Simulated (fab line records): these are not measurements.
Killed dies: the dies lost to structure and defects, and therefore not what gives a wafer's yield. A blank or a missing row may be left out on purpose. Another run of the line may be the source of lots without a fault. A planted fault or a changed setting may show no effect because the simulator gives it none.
fab line records	flow sky130	part 1 of 2: steps 1 to 28 of 41
[record] lots = 5	wafers = 15	last_day = 50
route steps=708 shown POLY_GATE@225 LDD_N@237 LDD_P@255
lots with no fault: from the same line, run without faults
start_h: start of the lot's first displayed wafer, in hours after the record's first day	wait_h: hours elapsed since this lot's preceding step	" identical to the entry in the row above	L1.1+2: a single row standing in for several wafers	- value missing, or start not given	* or withheld: withheld	< > ~ a bound
route shown NAME@n: NAME is a module with steps in the file, n the number in the route of the first one	usual: mean/standard deviation of fault-free wafers	same: alike in all rows	chamber/n: place in a boat	sites: per-site readings	_std_site: the values' standard deviation	_edge_site: inner sites' mean taken away from outer sites' mean	radius_mm: how far each site lies from the wafer's centre	mask NAME#n: copy n	behind: the tool/chamber that last shaped the wafer	hold: what put the lot on hold/how long, in hours/how the hold closed	device: whichever transistor did not switch (one of n, p or np)	end of line: the same wafers' tests at the end of the route	a step without rows: its recipe alone	killed: count of dies lost to structure and defects at first sort (not the wafer's yield)	map: shows each die of a wafer: x if killed, . if not, _ if none is there
set.NAME: the setting that was run; set.NAME@STEP: the one run at that earlier step	model.NAME: the simulator's own value behind a step, which no gauge read
lots at selected steps of the route; one table per step, one row per wafer
services: a tool's chamber out of use, with start hour (start_h, from the record's first day; less than 0 if before it), hours out, and reason
[[steps]]
[step SKY_POLY_GATE_PEB_11]
[recipe] peb_temp_c = withheld	peb_time_s = withheld	resist = KrF-thick
lot.wafer	tool	chamber	start_h	wait_h
L074.2+3+4	litho_track-03	0	-	-
L077.1+2+4	litho_track-04	0	-	-
L081.1+2+3	litho_track-04	0	-	-
L088.2+5+6	litho_track-03	0	-	-
L097.2+3+6	litho_track-03	0	-	-
[step SKY_POLY_GATE_DEVELOP_12]
[recipe] develop_time_s = 60	resist = KrF-thick	dev_temp_c = 21
lot.wafer	tool	chamber	start_h	wait_h
L074.2+3+4	litho_track-03	0	-	-
L077.1+2+4	litho_track-04	0	-	-
L081.1+2+3	litho_track-04	0	-	-
L088.2+5+6	litho_track-03	0	-	-
L097.2+3+6	litho_track-03	0	-	-
[step SKY_POLY_GATE_CD_MEAS_13]
[recipe] target_cd_nm = 150
[usual] cd_nm = 150.1/1.3
lot.wafer	tool	chamber	start_h	wait_h	cd_nm
L074.2	cd_sem-02	-	368.19	-	149.1
L074.3	"	-	"	"	150.1
L074.4	"	-	"	"	148.8
L077.1	cd_sem-02	-	394.39	-	149.7
L077.2	"	-	"	"	149.3
L077.4	"	-	"	"	150.0
L081.1	cd_sem-02	-	427.09	-	149.1
L081.2	"	-	"	"	147.9
L081.3	"	-	"	"	148.1
L088.2	cd_sem-02	-	496.44	-	153.0
L088.5	"	-	"	"	151.3
L088.6	"	-	"	"	152.3
L097.2	cd_sem-02	-	568.59	-	150.1
L097.3	"	-	"	"	149.9
L097.6	"	-	"	"	149.6
[step SKY_POLY_GATE_OVL_MEAS_14]
[usual] POLY_GATE_OVL = 0/5.2
lot.wafer	tool	chamber	start_h	wait_h	POLY_GATE_OVL[nm]
L074.2	overlay-01	-	368.30	0.1	1
L074.3	"	-	"	"	1
L074.4	"	-	"	"	4
L077.1	overlay-01	-	394.51	0.1	4
L077.2	"	-	"	"	-3
L077.4	"	-	"	"	-6
L081.1	overlay-01	-	427.21	0.1	5
L081.2	"	-	"	"	5
L081.3	"	-	"	"	5
L088.2	overlay-01	-	496.55	0.1	11
L088.5	"	-	"	"	2
L088.6	"	-	"	"	0
L097.2	overlay-01	-	568.70	0.1	2
L097.3	"	-	"	"	2
L097.6	"	-	"	"	3
[step SKY_POLY_GATE_ETCH_15]
[recipe] chemistry = N2/H2	target = BARC	ion_energy_ev = 200	source_w = 500	bias_w = 100	pressure_mtorr = 30	n2_flow_sccm = 100	h2_flow_sccm = 200	stop_on = SiO2	time_s = 118.5	target_depth_a = 1100
[usual] drypump_motor_current_A = 5.7/0.4	oes_product_au = 0.717/0.0048	throttle_valve_pct = 13.212/0.0092
lot.wafer	tool	chamber	start_h	wait_h	drypump_motor_current_A	oes_product_au	rf_hours_counter_h	throttle_valve_pct
L074.2	rie_diel-04	3	368.33	0.0	5.6	0.717	100	13.239
L074.3	"	2	"	"	5.2	0.705	65	13.218
L074.4	"	1	"	"	5.5	0.724	5	13.214
L077.1	rie_diel-03	2	394.55	0.0	5.7	0.720	104	13.197
L077.2	"	3	"	"	6.1	0.714	10	13.215
L077.4	"	0	"	"	6.5	0.718	15	13.218
L081.1	rie_diel-04	3	427.25	0.0	5.6	0.712	101	13.207
L081.2	"	1	"	"	5.5	0.717	6	13.207
L081.3	"	2	"	"	5.3	0.718	66	13.208
L088.2	rie_diel-02	3	496.58	0.0	5.9	0.712	37	13.208
L088.5	"	3	"	"	5.9	0.716	-	13.211
L088.6	"	1	"	"	6.1	0.706	-	13.220
L097.2	rie_diel-02	3	568.73	0.0	5.8	0.711	38	13.213
L097.3	"	0	"	"	5.8	0.719	1	13.205
L097.6	"	3	"	"	5.9	0.712	-	13.224
[step SKY_POLY_GATE_ETCH_16]
[recipe] stop_on = poly-Si	chemistry = CH3F/O2	target = Si3N4	source_w = 400	bias_w = 80	pressure_mtorr = 25	ch3f_flow_sccm = 40	O2_flow_sccm = 30	time_s = 147.5	target_depth_a = 750
[usual] drypump_motor_current_A = 5.7/0.4	oes_product_au = 0.641/0.0054	throttle_valve_pct = 10.535/0.01
lot.wafer	tool	chamber	start_h	wait_h	drypump_motor_current_A	oes_product_au	rf_hours_counter_h	throttle_valve_pct
L074.2	rie_diel-04	3	368.41	0.0	5.5	0.642	100	10.519
L074.3	"	2	"	"	5.2	0.639	65	10.543
L074.4	"	1	"	"	5.5	0.631	5	10.531
L077.1	rie_diel-03	2	394.63	0.0	5.7	0.644	104	10.551
L077.2	"	3	"	"	6.1	0.646	10	10.531
L077.4	"	0	"	"	6.5	0.652	15	10.519
L081.1	rie_diel-04	3	427.33	0.0	5.5	0.636	101	10.528
L081.2	"	1	"	"	5.5	0.628	6	10.532
L081.3	"	2	"	"	5.2	0.638	66	10.541
L088.2	rie_diel-02	3	496.66	0.0	5.9	0.651	37	10.546
L088.5	"	3	"	"	5.9	0.639	-	10.528
L088.6	"	1	"	"	6.1	0.645	-	10.524
L097.2	rie_diel-02	3	568.81	0.0	5.9	0.650	38	10.538
L097.3	"	0	"	"	5.7	0.634	1	10.547
L097.6	"	3	"	"	5.9	0.645	-	10.539
[step SKY_POLY_GATE_ETCH_17]
[recipe] target_depth_nm = 180	stop_on = SiO2	over_etch_frac = 0.56667	chemistry = HBr/Cl2	target = poly-Si	icp_w = 400	bias_w = 100	pressure_mtorr = 10	HBr_flow_sccm = 150	Cl2_flow_sccm = 50	time_s = 70.5
[usual] drypump_motor_current_A = 5.8/0.4	oes_product_au = 0.987/0.0067	throttle_valve_pct = 33.684/0.0085
lot.wafer	tool	chamber	start_h	wait_h	drypump_motor_current_A	oes_product_au	rf_hours_counter_h	throttle_valve_pct
L074.2	rie_si-01	3	368.51	0.0	6.5	0.984	8	33.673
L074.3	"	0	"	"	5.9	0.981	1	33.676
L074.4	"	3	"	"	6.5	0.994	-	33.678
L077.1	rie_si-01	1	394.73	0.0	6.0	0.990	0	33.670
L077.2	"	2	"	"	5.8	0.984	1	33.693
L077.4	"	0	"	"	5.9	0.977	1	33.690
L081.1	rie_si-01	3	427.43	0.0	6.4	0.986	9	33.675
L081.2	"	0	"	"	5.9	0.975	2	33.675
L081.3	"	2	"	"	5.8	0.983	1	33.685
L088.2	rie_si-02	1	496.76	0.0	5.9	0.985	5	33.690
L088.5	"	3	"	"	5.8	0.988	-	33.691
L088.6	"	1	"	"	5.9	0.979	-	33.678
L097.2	rie_si-01	0	568.91	0.0	5.9	0.975	2	33.696
L097.3	"	2	"	"	5.8	0.976	1	33.680
L097.6	"	3	"	"	6.4	0.973	-	33.684
[step SKY_POLY_GATE_STRIP_18]
[recipe] chemistry = O2/N2	power_w = 1400	pressure_mtorr = 1500	platen_temp_c = withheld	o2_flow_sccm = 3000	n2_flow_sccm = 300	overash_fraction = 0.5
[usual] drypump_motor_current_A = 5.7/0.52	oes_product_au = 0.360/0.0051	strip_time_to_endpoint_s = 3.17/0.042
lot.wafer	tool	chamber	start_h	wait_h	drypump_motor_current_A	oes_product_au	rf_hours_counter_h	strip_time_to_endpoint_s
L074.2	plasma_asher-01	1	368.56	0.0	4.8	0.355	68	3.15
L074.3	"	0	"	"	6.3	0.367	-	3.19
L074.4	"	1	"	"	4.8	0.357	-	3.08
L077.1	plasma_asher-01	0	394.78	0.0	6.3	0.370	70	3.22
L077.2	"	1	"	"	4.8	0.362	70	3.18
L077.4	"	0	"	"	6.3	0.361	-	3.19
L081.1	plasma_asher-01	0	427.48	0.0	6.3	0.364	74	3.21
L081.2	"	1	"	"	4.9	0.350	74	3.17
L081.3	"	1	"	"	4.8	0.362	-	3.21
L088.2	plasma_asher-01	0	496.81	0.0	6.3	0.367	81	3.15
L088.5	"	1	"	"	4.8	0.357	-	3.11
L088.6	"	0	"	"	6.3	0.357	-	3.11
L097.2	plasma_asher-02	0	568.96	0.0	6.2	0.361	76	3.20
L097.3	"	1	"	"	5.6	0.354	-	3.19
L097.6	"	1	"	"	5.6	0.361	-	3.19
[step SKY_POLY_GATE_CLEAN_19]
[recipe] chemistry = SC1/SC2	mix = 1:4:20	temp_c = 70	time_s = 150	dry = n2_spin
lot.wafer	tool	chamber	start_h	wait_h
L074.2+3+4	wet_bench-04	3	368.66	0.1
L077.1+2+4	wet_bench-01	0	394.88	0.1
L081.1+2+3	wet_bench-04	0	427.58	0.1
L088.2+5+6	wet_bench-02	0	496.91	0.1
L097.2+3+6	wet_bench-02	0	569.06	0.1
[step SKY_POLY_GATE_OXIDATION_20]
[recipe] temp_c = 850	ambient = O2	stabilise_s = 600	purge_s = 300	target_thk_a = 40	ox_time_s = 899
[usual] spike_tc_bottom_C = 870.6/2.7	zone_power_upper_pct = 14.3/0.97
lot.wafer	tool	chamber	start_h	wait_h	spike_tc_bottom_C	zone_power_upper_pct
L074.2	furnace-02	0	370.59	1.9	872.2	14.8
L074.3	"	0	"	"	872.8	14.8
L074.4	"	0	"	"	873.5	14.6
L077.1	furnace-02	0	395.48	0.5	871.2	14.9
L077.2	"	0	"	"	869.9	15.1
L077.4	"	0	"	"	873.5	14.8
L081.1	furnace-02	0	429.11	1.5	870.6	14.8
L081.2	"	0	"	"	872.1	14.8
L081.3	"	0	"	"	872.3	14.7
L088.2	furnace-01	0	496.96	0.0	867.0	12.5
L088.5	"	0	"	"	866.2	12.4
L088.6	"	0	"	"	864.7	12.6
L097.2	furnace-02	0	569.16	0.0	871.9	14.8
L097.3	"	0	"	"	872.1	14.7
L097.6	"	0	"	"	872.0	14.7
[step SKY_POLY_GATE_THK_MEAS_21]
[recipe] reads = SiO2_of_POLY_GATE_OXIDATION_20
[usual] POLY_GATE_OXIDATION_THK = 4.05/0.078
lot.wafer	tool	chamber	start_h	wait_h	POLY_GATE_OXIDATION_THK[nm]
L074.2	film_metro-03	-	371.85	0.0	3.99
L074.3	"	-	"	"	4.05
L074.4	"	-	"	"	4.02
L077.1	film_metro-01	-	396.73	0.0	4.06
L077.2	"	-	"	"	4.16
L077.4	"	-	"	"	4.11
L081.1	film_metro-01	-	430.36	0.0	4.08
L081.2	"	-	"	"	4.07
L081.3	"	-	"	"	3.99
L088.2	film_metro-02	-	498.22	0.0	3.94
L088.5	"	-	"	"	3.91
L088.6	"	-	"	"	3.90
L097.2	film_metro-02	-	570.43	0.0	3.99
L097.3	"	-	"	"	3.96
L097.6	"	-	"	"	4.01
[step SKY_POLY_GATE_CD_MEAS_22]
[usual] cd_nm = 150.0/2.1
lot.wafer	tool	chamber	start_h	wait_h	cd_nm
L074.2	cd_sem-02	-	371.92	0.1	150.9
L074.3	"	-	"	"	148.7
L074.4	"	-	"	"	151.1
L077.1	cd_sem-02	-	396.79	0.1	147.1
L077.2	"	-	"	"	148.1
L077.4	"	-	"	"	153.0
L081.1	cd_sem-01	-	430.42	0.1	149.8
L081.2	"	-	"	"	145.4
L081.3	"	-	"	"	150.3
L088.2	cd_sem-01	-	498.30	0.1	153.4
L088.5	"	-	"	"	151.5
L088.6	"	-	"	"	150.4
L097.2	cd_sem-01	-	570.51	0.1	152.2
L097.3	"	-	"	"	153.8
L097.6	"	-	"	"	153.9
[step SKY_LDD_N_DEHYDRATE_00]
[recipe] temp_c = 200	time_s = 60
lot.wafer	tool	chamber	start_h	wait_h
L074.2+3+4	litho_track-04	0	385.32	13.4
L077.1+2+4	litho_track-02	0	410.99	14.2
L081.1+2+3	litho_track-01	0	444.56	14.1
L088.2+5+6	litho_track-01	0	512.83	14.5
L097.2+3+6	litho_track-04	0	584.62	14.1
[step SKY_LDD_N_HMDS_01]
[recipe] prime_time_s = 60	prime_temp_c = 120
lot.wafer	tool	chamber	start_h	wait_h
L074.2+3+4	litho_track-04	0	385.47	0.1
L077.1+2+4	litho_track-02	0	411.14	0.1
L081.1+2+3	litho_track-01	0	444.71	0.1
L088.2+5+6	litho_track-01	0	512.98	0.1
L097.2+3+6	litho_track-04	0	584.77	0.1
[step SKY_LDD_N_COAT_02]
[recipe] resist = NOVOLAK	spin_rpm = 3000	resist_thk_nm = 300
lot.wafer	tool	chamber	start_h	wait_h
L074.2+3+4	litho_track-04	0	385.62	0.1
L077.1+2+4	litho_track-02	0	411.29	0.1
L081.1+2+3	litho_track-01	0	444.86	0.1
L088.2+5+6	litho_track-01	0	513.13	0.1
L097.2+3+6	litho_track-04	0	584.92	0.1
[step SKY_LDD_N_SOFTBAKE_03]
[recipe] temp_c = 90	time_s = 60	resist = NOVOLAK
lot.wafer	tool	chamber	start_h	wait_h
L074.2+3+4	litho_track-04	0	385.77	0.1
L077.1+2+4	litho_track-02	0	411.44	0.1
L081.1+2+3	litho_track-01	0	445.01	0.1
L088.2+5+6	litho_track-01	0	513.28	0.1
L097.2+3+6	litho_track-04	0	585.07	0.1
[step SKY_LDD_N_EXPOSE_04]
[recipe] mask_id = NTM	target_cd_nm = 840	na = 0.6	source_shape = conventional	sigma_outer = 0.6	dose_mj = 110
lot.wafer	tool	chamber	start_h	wait_h	mask
L074.2+3+4	iline_stepper-01	0	-	-	NTM#0
L077.1+2+4	iline_stepper-01	0	-	-	NTM#0
L081.1+2+3	iline_stepper-01	0	-	-	NTM#0
L088.2+5+6	iline_stepper-01	0	-	-	NTM#0
L097.2+3+6	iline_stepper-01	0	-	-	NTM#0
[step SKY_LDD_N_PEB_05]
[recipe] temp_c = withheld	time_s = *	resist = NOVOLAK
lot.wafer	tool	chamber	start_h	wait_h
L074.2+3+4	litho_track-02	0	-	-
L077.1+2+4	litho_track-04	0	-	-
L081.1+2+3	litho_track-02	0	-	-
L088.2+5+6	litho_track-02	0	-	-
L097.2+3+6	litho_track-01	0	-	-
[step SKY_LDD_N_DEVELOP_06]
[recipe] develop_time_s = 60	dev_temp_c = 23
lot.wafer	tool	chamber	start_h	wait_h
L074.2+3+4	litho_track-02	0	400.71	0.1
L077.1+2+4	litho_track-04	0	425.94	0.1
L081.1+2+3	litho_track-02	0	460.69	0.1
L088.2+5+6	litho_track-02	0	528.76	0.1
L097.2+3+6	litho_track-01	0	600.03	0.1
[step SKY_LDD_N_OVL_MEAS_07]
[usual] LDD_N_OVL = 0.7/1.2
lot.wafer	tool	chamber	start_h	wait_h	LDD_N_OVL[nm]
L074.2	overlay-02	-	400.84	0.1	-0.3
L074.3	"	-	"	"	-1.0
L074.4	"	-	"	"	-1.4
L077.1	overlay-02	-	426.09	0.1	0.7
L077.2	"	-	"	"	1.2
L077.4	"	-	"	"	-0.3
L081.1	overlay-01	-	460.84	0.1	0.0
L081.2	"	-	"	"	0.8
L081.3	"	-	"	"	-1.3
L088.2	overlay-01	-	528.89	0.1	2.1
L088.5	"	-	"	"	0.5
L088.6	"	-	"	"	1.5
L097.2	overlay-01	-	600.16	0.1	1.3
L097.3	"	-	"	"	2.2
L097.6	"	-	"	"	0.0
[step SKY_LDD_N_IMPLANT_08]
[recipe] species = As	energy_kev = 20	dose_cm2 = 7.5e+13	tilt_deg = withheld	rotation_deg = 23
[usual] beam_on_s = 10.01/0.2
lot.wafer	tool	chamber	start_h	wait_h	beam_on_s
L074.2	implanter-04	0	400.90	0.0	9.95
L074.3	"	0	"	"	10.11
L074.4	"	0	"	"	9.69
L077.1	implanter-02	0	426.13	0.0	10.19
L077.2	"	0	"	"	9.74
L077.4	"	0	"	"	9.73
L081.1	implanter-04	0	460.87	0.0	9.87
L081.2	"	0	"	"	10.22
L081.3	"	0	"	"	9.98
L088.2	implanter-02	0	528.95	0.0	9.95
L088.5	"	0	"	"	9.64
L088.6	"	0	"	"	9.47
L097.2	implanter-04	0	600.22	0.0	10.08
L097.3	"	0	"	"	10.11
L097.6	"	0	"	"	10.43
[step SKY_LDD_N_IMPLANT_09]
[recipe] species = As	energy_kev = 20	dose_cm2 = 7.5e+13	tilt_deg = withheld	rotation_deg = 113
[usual] beam_on_s = 10.01/0.21
lot.wafer	tool	chamber	start_h	wait_h	beam_on_s
L074.2	implanter-04	0	401.05	0.1	9.80
L074.3	"	0	"	"	10.03
L074.4	"	0	"	"	9.78
L077.1	implanter-02	0	426.28	0.1	9.92
L077.2	"	0	"	"	10.29
L077.4	"	0	"	"	10.24
L081.1	implanter-04	0	461.02	0.1	9.95
L081.2	"	0	"	"	9.98
L081.3	"	0	"	"	10.11
L088.2	implanter-02	0	529.10	0.1	10.04
L088.5	"	0	"	"	9.96
L088.6	"	0	"	"	9.96
L097.2	implanter-04	0	600.37	0.1	9.98
L097.3	"	0	"	"	10.19
L097.6	"	0	"	"	10.08
[step SKY_LDD_N_IMPLANT_10]
[recipe] species = As	energy_kev = 20	dose_cm2 = 7.5e+13	tilt_deg = withheld	rotation_deg = 203
[usual] beam_on_s = 9.98/0.21
lot.wafer	tool	chamber	start_h	wait_h	beam_on_s
L074.2	implanter-04	0	401.20	0.1	10.03
L074.3	"	0	"	"	9.78
L074.4	"	0	"	"	10.02
L077.1	implanter-02	0	426.43	0.1	9.41
L077.2	"	0	"	"	9.81
L077.4	"	0	"	"	10.13
L081.1	implanter-04	0	461.17	0.1	9.86
L081.2	"	0	"	"	10.49
L081.3	"	0	"	"	10.06
L088.2	implanter-02	0	529.25	0.1	10.09
L088.5	"	0	"	"	9.66
L088.6	"	0	"	"	10.33
L097.2	implanter-04	0	600.52	0.1	10.11
L097.3	"	0	"	"	9.92
L097.6	"	0	"	"	10.09
[step SKY_LDD_N_IMPLANT_11]
[recipe] species = As	energy_kev = 20	dose_cm2 = 7.5e+13	tilt_deg = withheld	rotation_deg = 293
[usual] beam_on_s = 9.99/0.18
lot.wafer	tool	chamber	start_h	wait_h	beam_on_s
L074.2	implanter-04	0	401.35	0.1	10.11
L074.3	"	0	"	"	10.16
L074.4	"	0	"	"	10.43
L077.1	implanter-02	0	426.58	0.1	9.76
L077.2	"	0	"	"	10.39
L077.4	"	0	"	"	9.73
L081.1	implanter-04	0	461.32	0.1	9.80
L081.2	"	0	"	"	9.90
L081.3	"	0	"	"	9.78
L088.2	implanter-02	0	529.40	0.1	10.16
L088.5	"	0	"	"	10.02
L088.6	"	0	"	"	9.86
L097.2	implanter-04	0	600.67	0.1	10.22
L097.3	"	0	"	"	10.20
L097.6	"	0	"	"	9.57
[step SKY_LDD_N_IMPLANT_12]
[recipe] species = BF2	energy_kev = 50	dose_cm2 = 5e+12	tilt_deg = 30	rotation_deg = 0
[usual] beam_on_s = 10.01/0.19
lot.wafer	tool	chamber	start_h	wait_h	beam_on_s
L074.2	implanter-04	0	401.50	0.1	10.18
L074.3	"	0	"	"	9.75
L074.4	"	0	"	"	9.83
L077.1	implanter-02	0	426.73	0.1	10.00
L077.2	"	0	"	"	10.12
L077.4	"	0	"	"	10.00
L081.1	implanter-04	0	461.47	0.1	10.02
L081.2	"	0	"	"	10.10
L081.3	"	0	"	"	10.14
L088.2	implanter-02	0	529.55	0.1	10.20
L088.5	"	0	"	"	9.66
L088.6	"	0	"	"	9.93
L097.2	implanter-04	0	600.82	0.1	9.91
L097.3	"	0	"	"	9.73
L097.6	"	0	"	"	9.64
[step SKY_LDD_N_IMPLANT_13]
[recipe] species = BF2	energy_kev = 50	dose_cm2 = 5e+12	tilt_deg = 30	rotation_deg = 90
[usual] beam_on_s = 10.00/0.21
lot.wafer	tool	chamber	start_h	wait_h	beam_on_s
L074.2	implanter-04	0	401.65	0.1	9.81
L074.3	"	0	"	"	9.93
L074.4	"	0	"	"	9.97
L077.1	implanter-02	0	426.88	0.1	10.03
L077.2	"	0	"	"	10.18
L077.4	"	0	"	"	9.65
L081.1	implanter-04	0	461.62	0.1	9.99
L081.2	"	0	"	"	9.74
L081.3	"	0	"	"	9.96
L088.2	implanter-02	0	529.70	0.1	10.22
L088.5	"	0	"	"	10.24
L088.6	"	0	"	"	10.03
L097.2	implanter-04	0	600.97	0.1	9.74
L097.3	"	0	"	"	10.10
L097.6	"	0	"	"	9.79
[step SKY_LDD_N_IMPLANT_14]
[recipe] species = BF2	energy_kev = 50	dose_cm2 = 5e+12	tilt_deg = 30	rotation_deg = 180
[usual] beam_on_s = 10.00/0.18
lot.wafer	tool	chamber	start_h	wait_h	beam_on_s
L074.2	implanter-04	0	401.80	0.1	10.23
L074.3	"	0	"	"	10.31
L074.4	"	0	"	"	9.72
L077.1	implanter-02	0	427.03	0.1	9.94
L077.2	"	0	"	"	9.87
L077.4	"	0	"	"	9.72
L081.1	implanter-04	0	461.77	0.1	9.70
L081.2	"	0	"	"	9.91
L081.3	"	0	"	"	10.20
L088.2	implanter-02	0	529.85	0.1	10.11
L088.5	"	0	"	"	9.82
L088.6	"	0	"	"	10.22
L097.2	implanter-04	0	601.12	0.1	10.08
L097.3	"	0	"	"	10.11
L097.6	"	0	"	"	10.24
[step SKY_LDD_N_IMPLANT_15]
[recipe] species = BF2	energy_kev = 50	dose_cm2 = 5e+12	tilt_deg = 30	rotation_deg = 270
[usual] beam_on_s = 10.01/0.21
lot.wafer	tool	chamber	start_h	wait_h	beam_on_s
L074.2	implanter-04	0	401.95	0.1	10.18
L074.3	"	0	"	"	9.84
L074.4	"	0	"	"	10.10
L077.1	implanter-02	0	427.18	0.1	9.77
L077.2	"	0	"	"	9.65
L077.4	"	0	"	"	10.16
L081.1	implanter-04	0	461.92	0.1	9.90
L081.2	"	0	"	"	10.17
L081.3	"	0	"	"	10.10
L088.2	implanter-02	0	530.00	0.1	10.22
L088.5	"	0	"	"	9.72
L088.6	"	0	"	"	10.30
L097.2	implanter-04	0	601.27	0.1	10.04
L097.3	"	0	"	"	10.04
L097.6	"	0	"	"	10.20
